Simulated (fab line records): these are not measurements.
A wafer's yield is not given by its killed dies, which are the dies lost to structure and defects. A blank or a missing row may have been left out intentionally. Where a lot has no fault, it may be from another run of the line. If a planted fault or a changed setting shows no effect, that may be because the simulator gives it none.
The tool behind it: which one? + flow gf180mcu + 6 lots, 18 wafers sampled, at 1 step of a route of 602

## WHAT THE GAUGES SHOWED, per wafer
GF_V3_RS_MEAS_24: measures by four-point-probe.
| lot  | measured     | on            | V3_W_RS (ohm/sq)  |
|------|--------------|---------------|-------------------|
| L261 | day 23 21:42 | film metro-03 | 0.323 0.323 0.322 |
| L263 | day 24 14:12 | film metro-01 | 0.319 0.320 0.318 |
| L265 | day 25 06:43 | film metro-01 | 0.328 0.328 0.324 |
| L275 | day 28 09:29 | film metro-01 | 0.331 0.328 0.330 |
| L277 | day 28 18:41 | film metro-02 | 0.332 0.326 0.330 |
| L279 | day 29 10:28 | film metro-01 | 0.320 0.320 0.328 |

## WHICH TOOL RAN EACH LOT (tool, then ch and the chambers of the sampled wafers, then the start)
The record holds no process step before these readings.

## THE ANSWER, worked out from the rows above alone
Rule: the lots themselves supply what counts as usual. The widest of any qualifying gaps counts: lots, ordered by their means at a reading, are off when they make up no more than a third of the lots, leave a main group of 4 or more, and stand apart from it by 3 or more times the standard deviation of that group's means. The tables above print the reading to a certain number of digits; a main group whose means all agree to those digits is not used. Also off: a lot with no number at a reading for which 4 or more lots have one. All remaining lots with rows at the step are treated as sound.
No lot is off on any of the readings shown, so nothing can be concluded from this.

## WHAT THE SIMULATOR HAD PUT IN
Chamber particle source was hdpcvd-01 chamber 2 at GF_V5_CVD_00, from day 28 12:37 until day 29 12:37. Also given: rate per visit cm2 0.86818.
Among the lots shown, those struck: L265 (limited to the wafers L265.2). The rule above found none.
